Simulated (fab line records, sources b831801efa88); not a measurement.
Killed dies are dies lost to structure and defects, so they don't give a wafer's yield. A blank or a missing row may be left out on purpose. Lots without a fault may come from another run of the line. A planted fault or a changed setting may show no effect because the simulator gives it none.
Problem report in the 8D (eight disciplines) form, filled by code | flow gf180mcu | the parts of the form that need people (team, actions taken, sign-off) are left out

1. THE PROBLEM
exposure_dose_mJ_cm2 at GF_VT_IMPLANT_EXPOSE_26 reads a mean of 135.37 on 6 wafers of 2 lots; wafers without a fault read 140.00 with a standard deviation of 0.14. That is -33 standard deviations from the usual mean.
The step: exposes mask LVPWELL HV AREA, target cd 860 nm.
First seen on wafer L121.1, day 11 17:31, on iline_stepper-01. The record holds 42 wafers of 14 lots with a number at this step. Rule for "out", or "out of limits": more than 4 standard deviations from the usual mean. The other wafers with a number count as sound.

2. WHAT IT IS AND WHAT IT IS NOT
question                    | is                     | is not
which readings at this step | exposure_dose_mJ_cm2   | -
which lots                  | L120, L121             | L103, L104, L105, L106, L107, L108, L109, L110, L111, L122, L123, L125
which wafers of those lots  | all that have a number | -
read on which tools         | iline_stepper-01       | iline_stepper-02
when                        | from day 11 17:31      | up to then (27 sound wafers); but 9 sound wafers of L122, L123, L125 came after

3. SUSPECTS, AND WHAT RULES EACH OUT
Counting: a tool at a process step up to the reading stays a suspect if it ran every lot that is out and no sound lot after the first of them.
- iline_stepper-01 at GF_VT_IMPLANT_EXPOSE_26 (exposes mask LVPWELL HV AREA, target cd 860 nm): kept. It ran every lot that is out, first L121 (day 11 17:31), and no sound lot after that; its last sound lot up to then is L111 (day 8 14:22). Its own readings are out on those wafers: exposure_dose_mJ_cm2.
Left after counting: iline_stepper-01 at GF_VT_IMPLANT_EXPOSE_26.

4. THE CAUSE (what the simulator had put in)
Process parameter drift: iline_stepper-01, from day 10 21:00 on, at GF_VT_IMPLANT_EXPOSE_26. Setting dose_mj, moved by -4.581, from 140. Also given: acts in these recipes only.
Counting left only this tool.

5. THE CHAIN OF EFFECTS, in route order
Each row: a reading whose mean over the struck wafers that have a number lies more than 3 standard deviations from the usual. Only readings for which the record gives a usual standard deviation are gone through. hours: the time from each lot's start at the first step in this table that gives one to its start at this step, as a median over the lots. sigmas: the change in usual standard deviations.
hours | step                    | reading              | usual  | on struck wafers | change | sigmas
0     | GF_VT_IMPLANT_EXPOSE_26 | exposure_dose_mJ_cm2 | 140.00 | 135.37           | -4.63  | -33
The process steps in it:
- GF_VT_IMPLANT_EXPOSE_26: exposes mask LVPWELL HV AREA, target cd 860 nm.
Later measuring or inspecting steps at which every struck wafer that the step has a row for has a number for every such reading, and none has moved that far: GF_POLY_GATE_THK_MEAS_01, GF_PSD_RS_MEAS_15.

6. WHAT WOULD HAVE CAUGHT IT SOONER
In this record the first reading out of limits was taken at day 11 17:31, 21 hours after the fault began at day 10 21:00.
